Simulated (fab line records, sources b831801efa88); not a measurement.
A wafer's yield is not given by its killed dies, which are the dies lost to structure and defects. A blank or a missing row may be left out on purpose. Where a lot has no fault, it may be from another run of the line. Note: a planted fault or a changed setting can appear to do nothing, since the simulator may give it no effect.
Split-lot trial    flow gf180mcu    route with 602 steps; 5 lots, 23 wafers read

## ABOUT THE SPLIT
At GF_NSD_DEVELOP_06 (develop time 60 s), the setting dev-temp-c was moved away from the recipe's 23 C on 7 of the 23 wafers read, by +6.9% to +11.0%. This setting was run at the recipe's value on the other wafers.

Split to reading: the file shows no intervening step.

## THE READING
cd-nm, in nm, at GF_NSD_CD_MEAS_07 (target cd 400 nm). Fault-free wafers of this fab line usually give 400.9 nm, standard deviation 2.5 nm.

wafer   tool, chamber at the split  dev-temp-c as run, C  against the recipe  cd-nm, nm  against lot-mates on the recipe
L074.1  litho-track-02, 0           23                    recipe              401.5      -
L074.2  litho-track-02, 0           23                    recipe              398.3      -
L074.3  litho-track-02, 0           23                    recipe              400.4      -
L078.1  litho-track-01, 0           25.54                 +11.0%              392.5      -8.4
L078.2  litho-track-01, 0           23                    recipe              401.6      -
L078.3  litho-track-01, 0           23                    recipe              400.1      -
L078.4  litho-track-01, 0           25.54                 +11.0%              392.9      -8.0
L078.6  litho-track-01, 0           23                    recipe              400.9      -
L081.1  litho-track-01, 0           25.19                 +9.5%               389.3      -10.0
L081.3  litho-track-01, 0           23                    recipe              401.4      -
L081.4  litho-track-01, 0           23                    recipe              396.6      -
L081.5  litho-track-01, 0           25.19                 +9.5%               390.1      -9.2
L081.6  litho-track-01, 0           23                    recipe              399.9      -
L082.1  litho-track-02, 0           23                    recipe              400.9      -
L082.3  litho-track-02, 0           23                    recipe              396.4      -
L082.4  litho-track-02, 0           23                    recipe              398.6      -
L082.5  litho-track-02, 0           23                    recipe              398.0      -
L082.6  litho-track-02, 0           23                    recipe              398.4      -
L085.1  litho-track-02, 0           23                    recipe              404.4      -
L085.2  litho-track-02, 0           23                    recipe              404.8      -
L085.3  litho-track-02, 0           24.59                 +6.9%               400.1      -4.5
L085.4  litho-track-02, 0           24.59                 +6.9%               397.5      -7.1
L085.6  litho-track-02, 0           24.59                 +6.9%               397.6      -7.0

FIT RESULTS
A straight line over all 23 wafers: cd-nm changes by -0.718 nm for each +1% of dev-temp-c; r = -0.76; the points scatter about the line by 2.7 nm.
The same after taking each lot's own level away (the mean of its wafers on the recipe; 23 wafers): -0.861 nm for each +1%; r = -0.94; scatter 1.4 nm.
That fit puts the effect of the largest move of dev-temp-c on the reading at 9.5 nm.
Across the lots, their own levels run from 398.46 to 404.60 nm, a range of 2.5 times the standard deviation given above.
So the lot-to-lot level blurs the effect unless lot-mates are compared.
Check: with one of the wafers moved furthest among these (+11.0%) left out of the fit, the line predicts -9.87 nm for it against its lot-mates. It came out at -8.37 nm against them.

## OTHER SPLITS APPLIED TO THESE WAFERS
Before the reading, these wafers also passed through other splits. Each is held against what the fit with the lots' levels taken away leaves over:
other split on the same wafers       wafers away from the commonest value  r with cd-nm (lot level and that fit taken away)
GF_HV_LDD_SOFTBAKE_27 temp-c         7                                     -0.11
GF_HV_LDD_COAT_41 spin-rpm           10                                    -0.09
GF_HV_LDD_DEVELOP_45 develop-time-s  10                                    +0.21

## THE FILE'S OWN FIT
cd-nm changes by -0.86 nm for each +1% of dev-temp-c, r = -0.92.
